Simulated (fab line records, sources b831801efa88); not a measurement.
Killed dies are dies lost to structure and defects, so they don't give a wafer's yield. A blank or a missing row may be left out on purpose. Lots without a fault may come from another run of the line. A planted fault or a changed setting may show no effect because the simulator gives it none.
Chamber matching | flow sky130 | SKY_POLY_GATE_ETCH_17 on rie_si-01: 4 sister chambers
The step etches poly-Si in HBr/Cl2, stops on SiO2, target depth 180 nm, time 70.5 s. 4 wafers are shown with their chamber, then 7 later ones without.

WAFERS WITH THEIR CHAMBER
wafer  | chamber | drypump_motor_current_A (A)
L221.4 | 3       | 5.3
L224.5 | 1       | 6.1
L224.6 | 0       | 5.9
L226.1 | 2       | 5.5

WAFERS WITHOUT THEIR CHAMBER
wafer  | drypump_motor_current_A (A)
L226.3 | 6.1
L235.1 | 5.5
L235.4 | 5.9
L235.6 | 5.9
L237.3 | 5.4
L237.4 | 6.1
L237.5 | 5.5

WHICH CHAMBER EACH WENT THROUGH
wafer  | from the rows above     | in truth
L226.3 | 1                       | 1
L235.1 | 2                       | 2
L235.4 | 0                       | 0
L235.6 | 0                       | 0
L237.3 | can't be placed: 2 or 3 | 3
L237.4 | 1                       | 1
L237.5 | 2                       | 2
Placed correctly: 6 of 7. Can't be placed from these rows: 1 (the true chamber is among the candidates in 1). Placed wrongly: 0.
How it was worked out, from the rows above alone: a wafer's distance from a chamber is the root of the sum, over the readings, of the square of ((its reading less the chamber's mean) divided by the reading's scatter). The wafer belongs to the nearest chamber; if the next one is less than 2 further off, it can't be placed. A chamber's mean is the mean of its shown wafers. The scatter: with one shown wafer a chamber, the root of the mean of the squares of how far each hidden wafer lies from its nearest shown one.
